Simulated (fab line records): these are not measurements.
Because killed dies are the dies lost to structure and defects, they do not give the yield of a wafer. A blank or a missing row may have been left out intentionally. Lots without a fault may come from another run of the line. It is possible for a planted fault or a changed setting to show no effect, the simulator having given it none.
Problem report in the 8D (eight disciplines) form, filled by code + flow sky130 + the parts of the form that need people (team, actions taken, sign-off) are left out

1. WHAT WENT WRONG
Wafers free of any fault read 1644 (standard deviation 15) for RES_XHIGH_TW at SKY_RES_XHIGH_TW_MEAS_09, against a mean of 1535 on 5 wafers of 3 lots. That is -7.2 standard deviations from the usual mean.
The first sign was on wafer L191.1 at day 31 22:47, on film-metro-04. The record holds 42 wafers of 15 lots with a number at this step. Rule for "out" (also "out of limits"): further than 4 standard deviations from the usual mean. Any other wafer with a number is counted as sound.

2. WHAT IT IS, AND WHAT IT ISN'T
| question                    | is                                          | is not                                                                                 |
|-----------------------------|---------------------------------------------|----------------------------------------------------------------------------------------|
| which readings at this step | RES_XHIGH_TW                                | -                                                                                      |
| which lots                  | L191, L194, L195                            | L177, L178, L179, L180, L182, L183, L184, L185, L187, L198, L199, L200                 |
| which wafers of those lots  | L191.1, L191.3, L194.1, L195.1, L195.3      | L194.6                                                                                 |
| read on which gauges        | film-metro-02, film-metro-03, film-metro-04 | -                                                                                      |
| when                        | from day 31 22:47                           | up to then (27 sound wafers); but 10 sound wafers of L194, L198, L199, L200 came after |

3. THE SUSPECTS, EACH WITH WHAT RULES IT OUT
Counting: if a tool at a process step up to the reading ran every lot that is out, it stays a suspect. Sound lots after the first of them don't rule it out here, since some wafers of a struck lot are sound.
- the gauge at SKY_RES_XHIGH_TW_MEAS_09 has been ruled out. The wafers that are out were read on 3 gauges (film-metro-02, film-metro-03, film-metro-04).
- implanter-02 at SKY_RES_XHIGH_IMPLANT_07: kept. Ran every lot that is out, first one L191 (day 31 22:32); last sound lot up to then L184 (day 29 08:23). Its own readings are out on those wafers: beam-on-s, faraday-current-uA.
Remaining after the count: implanter-02 at SKY_RES_XHIGH_IMPLANT_07.

4. THE CAUSE (what the simulator had put in)
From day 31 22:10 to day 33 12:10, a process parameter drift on implanter-02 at SKY_RES_XHIGH_IMPLANT_07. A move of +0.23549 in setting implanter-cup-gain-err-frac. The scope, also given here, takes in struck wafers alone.
The count eliminated every tool but this one.

5. THE EFFECT CHAIN, in route order
Each row: a reading where the mean over the struck wafers with a number is more than 3 standard deviations away from the usual. Readings are gone through only where the record gives a usual standard deviation; hours: the median, over the lots, of the time from a lot's start at the first step in this table giving one to that lot's start at this step; sigmas: the change measured in usual standard deviations.
| hours | step                     | reading            | usual        | on struck wafers | change | sigmas |
|-------|--------------------------|--------------------|--------------|------------------|--------|--------|
| 0     | SKY_RES_XHIGH_IMPLANT_07 | beam-on-s          | 38.1 s       | 31.7             | -6.4   | -4.9   |
| 0     | SKY_RES_XHIGH_IMPLANT_07 | faraday-current-uA | 532          | 639              | +107   | +6.0   |
| 0     | SKY_RES_XHIGH_TW_MEAS_09 | RES_XHIGH_TW       | 1644         | 1535             | -109   | -7.2   |
| 28    | SKY_SD_N_RS_MEAS_18      | RES_XHIGH_RS       | 333.4 ohm/sq | 395.9            | +62.5  | +48    |
Here are the process steps it includes:
- SKY_RES_XHIGH_IMPLANT_07

6. WHAT WOULD HAVE CAUGHT IT SOONER
In this record the first reading out of limits at a measuring or inspecting step was taken at day 31 22:47, 1 hour after the fault began at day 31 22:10.
Tool's own readings at SKY_RES_XHIGH_IMPLANT_07, beam-on-s, faraday-current-uA: out on all struck wafers the step has rows for; an alarm limit on them would have tripped on the first.
L194, L195, from the lots that are out (3), started SKY_RES_XHIGH_IMPLANT_07 on implanter-02 later than day 31 22:47. A hold on the tool at that time would have spared those 2.
